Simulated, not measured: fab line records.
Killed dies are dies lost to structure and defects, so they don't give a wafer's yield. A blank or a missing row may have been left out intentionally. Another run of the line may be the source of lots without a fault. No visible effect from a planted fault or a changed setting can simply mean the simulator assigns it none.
Commonality check across tools | flow gf180mcu | 13 lots, 39 wafers sampled

== REASON FOR OPENING ==
3 of 13 lots carry a flag on the reading VT_IMPLANT_3_TW at GF_VT_IMPLANT_TW_MEAS_32. Fault-free wafers read 267.7, with a standard deviation of 1.3.
Rule: a lot gets a flag if all its wafers with a number sit over 4 standard deviations from that mean, or if no wafer of it has a number. As for the other lots, they are considered sound.

lot  | measured     | on            | VT_IMPLANT_3_TW, wafer by wafer | flag
L180 | day 6 22:53  | film_metro-03 | 269.2 267.0 268.0               |
L181 | day 7 05:31  | film_metro-03 | 268.4 268.3 266.8               |
L182 | day 7 11:10  | film_metro-03 | 268.1 269.1 268.8               |
L183 | day 7 16:32  | film_metro-04 | 267.2 266.4 266.6               |
L184 | day 7 23:47  | film_metro-03 | 269.3 267.7 268.2               |
L185 | day 8 02:58  | film_metro-03 | 268.8 267.7 267.2               |
L186 | day 8 21:43  | film_metro-03 | 267.2 267.2 269.1               |
L187 | day 8 21:47  | film_metro-04 | 266.7 267.7 267.2               |
L188 | day 9 02:28  | film_metro-03 | 268.9 267.9 269.0               |
L189 | day 9 07:50  | film_metro-03 | 269.2 267.6 269.9               |
L196 | day 11 06:58 | film_metro-03 | 416.0 412.4 415.0               | FLAGGED
L197 | day 11 13:46 | film_metro-02 | 418.0 416.0 418.2               | FLAGGED
L198 | day 11 20:56 | film_metro-02 | 417.0 416.3 416.7               | FLAGGED
Flagged lots average 416.2: +148.5 relative to the usual, that is +99 or more standard deviations.

== LOT BY LOT: THE TOOL USED ==
The record holds 2 process steps before the reading, out of a route of 602 steps. Read each cell as the tool, then ch plus the chambers that the sampled wafers visited, then the start.
lot  | flag    | GF_MVSD_STRIP_10                    | GF_VT_IMPLANT_IMPLANT_30
L180 |         | plasma_asher-03 ch 0,1, day 4 11:40 | implanter-02 ch 0, day 6 22:38
L181 |         | plasma_asher-02 ch 0,1, day 4 17:49 | implanter-02 ch 0, day 7 05:16
L182 |         | plasma_asher-03 ch 1, day 4 21:38   | implanter-01 ch 0, day 7 10:56
L183 |         | plasma_asher-03 ch 0,1, day 5 03:22 | implanter-01 ch 0, day 7 16:19
L184 |         | plasma_asher-02 ch 0,1, day 5 09:47 | implanter-02 ch 0, day 7 23:32
L185 |         | plasma_asher-02 ch 0,1, day 5 14:08 | implanter-04 ch 0, day 8 02:43
L186 |         | plasma_asher-02 ch 0,1, day 6 03:23 | implanter-01 ch 0, day 8 21:28
L187 |         | plasma_asher-03 ch 0,1, day 6 03:37 | implanter-04 ch 0, day 8 21:32
L188 |         | plasma_asher-03 ch 0,1, day 6 09:20 | implanter-02 ch 0, day 9 02:13
L189 |         | plasma_asher-02 ch 0,1, day 6 14:29 | implanter-02 ch 0, day 9 07:35
L196 | FLAGGED | plasma_asher-02 ch 0,1, day 8 07:44 | implanter-02 ch 0, day 11 06:43
L197 | FLAGGED | plasma_asher-01 ch 0,1, day 8 14:58 | implanter-04 ch 0, day 11 13:31
L198 | FLAGGED | plasma_asher-02 ch 0,1, day 8 21:28 | implanter-02 ch 0, day 11 20:41
These steps, and what they do:
- GF_MVSD_STRIP_10: strips in O2/N2.
- GF_VT_IMPLANT_IMPLANT_30
- GF_VT_IMPLANT_TW_MEAS_32

== FLAGGED AGAINST TOTAL, ONE TOOL AT A TIME (gauges that did the reading follow at the end) ==
step                     | tool            | lots run | flagged | share of the flagged lots | sound lots run after its first flagged lot
GF_MVSD_STRIP_10         | plasma_asher-01 | 1        | 1       | some                      | 0
GF_MVSD_STRIP_10         | plasma_asher-02 | 7        | 2       | some                      | 0
GF_MVSD_STRIP_10         | plasma_asher-03 | 5        | 0       | none                      | -
GF_VT_IMPLANT_IMPLANT_30 | implanter-01    | 3        | 0       | none                      | -
GF_VT_IMPLANT_IMPLANT_30 | implanter-02    | 7        | 2       | some                      | 0
GF_VT_IMPLANT_IMPLANT_30 | implanter-04    | 3        | 1       | some                      | 0
GF_VT_IMPLANT_TW_MEAS_32 | film_metro-02   | 2        | 2       | some                      | 0
GF_VT_IMPLANT_TW_MEAS_32 | film_metro-03   | 9        | 1       | some                      | 0
GF_VT_IMPLANT_TW_MEAS_32 | film_metro-04   | 2        | 0       | none                      | -

== WHAT THE TABLE PERMITS ==
No row of the table ran every flagged lot.

== WHAT HAD BEEN PUT IN BY THE SIMULATOR ==
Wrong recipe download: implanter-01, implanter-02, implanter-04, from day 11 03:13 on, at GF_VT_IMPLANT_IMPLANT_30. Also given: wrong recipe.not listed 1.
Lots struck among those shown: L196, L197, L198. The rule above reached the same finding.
